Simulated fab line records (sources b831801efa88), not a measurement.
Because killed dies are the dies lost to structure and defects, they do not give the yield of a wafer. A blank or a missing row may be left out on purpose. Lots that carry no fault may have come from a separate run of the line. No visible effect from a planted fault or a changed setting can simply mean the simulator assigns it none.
Which tool was responsible? ; flow sky130 ; 36 wafers from 12 lots sampled at 3 of the route's 708 steps

## WHAT THE GAUGES SHOWED, per wafer
SKY_VIA3_THK_MEAS_01. Usual: for VIA3_HDPCVD_THK the level is 1628 nm and the standard deviation is 17.
lot;measured;on;VIA3_HDPCVD_THK (nm);flag
L903;day 39 15:58;film metro-03;1609 1620 1610;
L904;day 39 22:29;film metro-02;1635 1634 1647;
L905;day 40 08:13;film metro-02;1636 1659 1649;
L907;day 40 14:46;film metro-02;1618 1618 1622;
L908;day 41 00:43;film metro-01;1654 1652 1653;
L909;day 41 08:28;film metro-02;1628 1640 1626;
L911;day 41 12:52;film metro-02;1620 1621 1602;
L912;day 41 22:20;film metro-03;1164 1160 1598;OFF
L913;day 42 08:29;film metro-01;1631 1656 1204;OFF
L915;day 42 19:49;film metro-03;1639 1197 1637;OFF
L922;day 44 21:48;film metro-03;1626 1645 1631;
L923;day 45 01:40;film metro-02;1629 1622 1623;

## EACH LOT AND THE TOOL THAT RAN IT (in order: tool; ch and the chambers of the sampled wafers; start)
lot;SKY_METAL3_METAL_ETCH_18;SKY_VIA3_HDPCVD_00
L903;rie metal-01 ch 1, day 39 15:02;hdpcvd-01 ch 1,2, day 39 15:49
L904;rie metal-02 ch 0, day 39 21:14;hdpcvd-02 ch 0,1,2, day 39 22:22
L905;rie metal-01 ch 0,1, day 40 07:17;hdpcvd-02 ch 0,1, day 40 08:03
L907;rie metal-02 ch 0,1, day 40 13:47;hdpcvd-02 ch 0,1, day 40 14:37
L908;rie metal-04 ch 0,1, day 40 23:47;hdpcvd-02 ch 1,2, day 41 00:33
L909;rie metal-04 ch 0,1, day 41 07:34;hdpcvd-01 ch 0,2, day 41 08:16
L911;rie metal-01 ch 0, day 41 11:56;hdpcvd-01 ch 0,2, day 41 12:42
L912;rie metal-04 ch 0,1, day 41 21:26;hdpcvd-01 ch 0,1, day 41 22:08
L913;rie metal-04 ch 0,1, day 42 07:33;hdpcvd-01 ch 0,1,2, day 42 08:19
L915;rie metal-04 ch 0, day 42 18:50;hdpcvd-01 ch 0,2, day 42 19:39
L922;rie metal-04 ch 0,1, day 44 20:44;hdpcvd-02 ch 0,1, day 44 21:38
L923;rie metal-04 ch 0,1, day 45 00:46;hdpcvd-02 ch 0,1, day 45 01:29
- SKY_METAL3_METAL_ETCH_18: etches the open film in Cl2/BCl3, stops on SiO2, target depth 845 nm, time 183.1 s.
- SKY_VIA3_HDPCVD_00: deposits SiO2, target thk 1635 nm, time 272.5 s.

## WHAT THE TOOLS THEMSELVES READ (means of the sampled wafers that have a number; where no wafer has one, the mark that the record gives instead)
SKY_METAL3_METAL_ETCH_18. Usual: drypump motor current A 5.4 A, standard deviation 0.36; oes product au 0.866 a.u., standard deviation 0.0063; throttle valve pct 22.264 %, standard deviation 0.0091.
lot;tool;drypump motor current A (A);oes product au (a.u.);throttle valve pct (%);flag
L903;rie metal-01;5.3;0.868;22.275;
L904;rie metal-02;5.1;0.859;22.267;
L905;rie metal-01;5.5;0.873;22.255;
L907;rie metal-02;5.2;0.863;22.262;
L908;rie metal-04;5.4;0.866;22.262;
L909;rie metal-04;5.4;0.857;22.258;
L911;rie metal-01;5.8;0.862;22.262;
L912;rie metal-04;5.4;0.869;22.263;
L913;rie metal-04;5.2;0.860;22.275;
L915;rie metal-04;4.8;0.864;22.266;
L922;rie metal-04;5.2;0.866;22.258;
L923;rie metal-04;5.4;0.872;22.266;

SKY_VIA3_HDPCVD_00. Usual: run length s 300.6 s, standard deviation 0.64.
lot;tool;run length s (s);flag
L903;hdpcvd-01;301.0;
L904;hdpcvd-02;300.5;
L905;hdpcvd-02;300.0;
L907;hdpcvd-02;300.2;
L908;hdpcvd-02;301.0;
L909;hdpcvd-01;300.8;
L911;hdpcvd-01;300.7;
L912;hdpcvd-01;251.8;OFF
L913;hdpcvd-01;276.1;OFF
L915;hdpcvd-01;277.0;OFF
L922;hdpcvd-02;300.2;
L923;hdpcvd-02;300.0;

## THE ANSWER, worked out from the rows above alone
Rule: lot off if the mean of its wafers having a number is beyond 3 standard deviations from the usual mean. Also off: a lot with no number at a reading for which 4 or more lots have one. Any other lot the step has rows for is counted as sound. Order of review: gauges by route order, followed by the tools' own readings, for which a lot's mean as printed above is used. The first step at which some lot is off is used, and at that step the reading that is off furthest; a lot without a number counts as furthest.
Off: L912, L913, L915, at SKY_VIA3_THK_MEAS_01 (VIA3_HDPCVD_THK).
A tool fits if, at a process step before that reading, it ran every lot that is off, and no sound lot after the first of them. Not tried: the gauges at SKY_VIA3_THK_MEAS_01; whatever is off there is also off at SKY_VIA3_HDPCVD_00, on other tools, and gauge error can't account for it. One candidate fits, namely hdpcvd-01 at SKY_VIA3_HDPCVD_00. A fault onset in the window from L911 (day 41 12:42, its last sound lot) to L912 (day 41 22:08, its first lot off) fits.
On the lots that are off, the tool's own readings at SKY_VIA3_HDPCVD_00 differ by more than 5 times the standard deviation of the sound lots' means, which bears it out; run length s reads 268.3 s there versus 300.5 s on the sound lots.

## WHAT THE SIMULATOR HAD INSERTED
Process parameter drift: hdpcvd-01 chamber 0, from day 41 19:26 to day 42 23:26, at SKY_VIA3_HDPCVD_00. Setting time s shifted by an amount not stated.
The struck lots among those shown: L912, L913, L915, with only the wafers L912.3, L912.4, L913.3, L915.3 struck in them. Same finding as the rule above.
